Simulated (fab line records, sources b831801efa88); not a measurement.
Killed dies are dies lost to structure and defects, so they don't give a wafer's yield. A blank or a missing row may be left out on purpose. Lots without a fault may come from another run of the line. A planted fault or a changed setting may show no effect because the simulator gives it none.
Which tool did it? | flow sky130 | 8 lots, 24 wafers sampled, at 3 steps of a route of 708

WHAT THE GAUGES READ, wafer by wafer
SKY_METAL3_CD_MEAS_13: target cd 300 nm.
lot  | measured     | on        | cd_nm (nm)
L215 | day 39 03:31 | cd_sem-01 | 300.6 299.4 300.2
L217 | day 39 19:13 | cd_sem-02 | 297.8 299.0 298.3
L220 | day 40 22:38 | cd_sem-01 | 300.9 299.9 299.9
L224 | day 42 17:43 | cd_sem-01 | 355.5 355.6 355.1
L225 | day 42 20:11 | cd_sem-01 | 298.4 299.2 298.3
L228 | day 43 04:13 | cd_sem-01 | 331.1 330.9 332.7
L230 | day 43 22:14 | cd_sem-02 | 296.8 298.0 297.5
L234 | day 44 15:09 | cd_sem-02 | 297.8 300.2 300.6

WHICH TOOL RAN EACH LOT (tool, then ch and the chambers of the sampled wafers, then the start)
lot  | SKY_VIA2_ETCH_15                   | SKY_METAL3_EXPOSE_10
L215 | rie_diel-04 ch 1,2,3, day 36 23:22 | krf_scanner-01 ch 0, day 38 15:49
L217 | rie_diel-04 ch 0,2,3, day 37 14:51 | krf_scanner-02 ch 0, day 39 06:31
L220 | rie_diel-01 ch 0,3, day 38 18:18   | krf_scanner-02 ch 0, day 40 11:21
L224 | rie_diel-03 ch 0,1,2, day 40 16:10 | krf_scanner-02 ch 0, day 42 05:23
L225 | rie_diel-01 ch 2,3, day 40 19:06   | krf_scanner-01 ch 0, day 42 08:28
L228 | rie_diel-03 ch 2,3, day 41 01:52   | krf_scanner-02 ch 0, day 42 17:54
L230 | rie_diel-04 ch 1,2,3, day 41 20:06 | krf_scanner-01 ch 0, day 43 09:31
L234 | rie_diel-01 ch 0,3, day 42 15:58   | krf_scanner-01 ch 0, day 44 04:20
- SKY_VIA2_ETCH_15: etches SiO2 in C4F8/O2/Ar, stops on TiN, target depth 546 nm, time 84 s.
- SKY_METAL3_EXPOSE_10: exposes mask MM3, target cd 300 nm.

THE ANSWER, worked out from the rows above alone
Rule: what is usual is taken from the lots themselves. Put in order of their means at a reading, lots are off if they are a third of the lots or fewer, leave a main group of 4 or more, and stand apart from it by a gap of 3 or more times the standard deviation of the main group's means; of several such gaps the widest counts. A main group whose means are all the same, to the digits that the tables above print for the reading, isn't used. A lot without any number at a reading at which 4 lots or more have one is off too. The other lots that the step has rows for count as sound.
Off: L224, L228, at SKY_METAL3_CD_MEAS_13 (cd_nm). The main group: mean 299.0 nm, standard deviation 0.99.
A tool fits if, at a process step before that reading, it ran every lot that is off, and no sound lot after the first of them. The gauges at SKY_METAL3_CD_MEAS_13 are tried like those tools. Can't be told from this: 2 tools fit, rie_diel-03 at SKY_VIA2_ETCH_15, krf_scanner-02 at SKY_METAL3_EXPOSE_10.

WHAT THE SIMULATOR HAD PUT IN
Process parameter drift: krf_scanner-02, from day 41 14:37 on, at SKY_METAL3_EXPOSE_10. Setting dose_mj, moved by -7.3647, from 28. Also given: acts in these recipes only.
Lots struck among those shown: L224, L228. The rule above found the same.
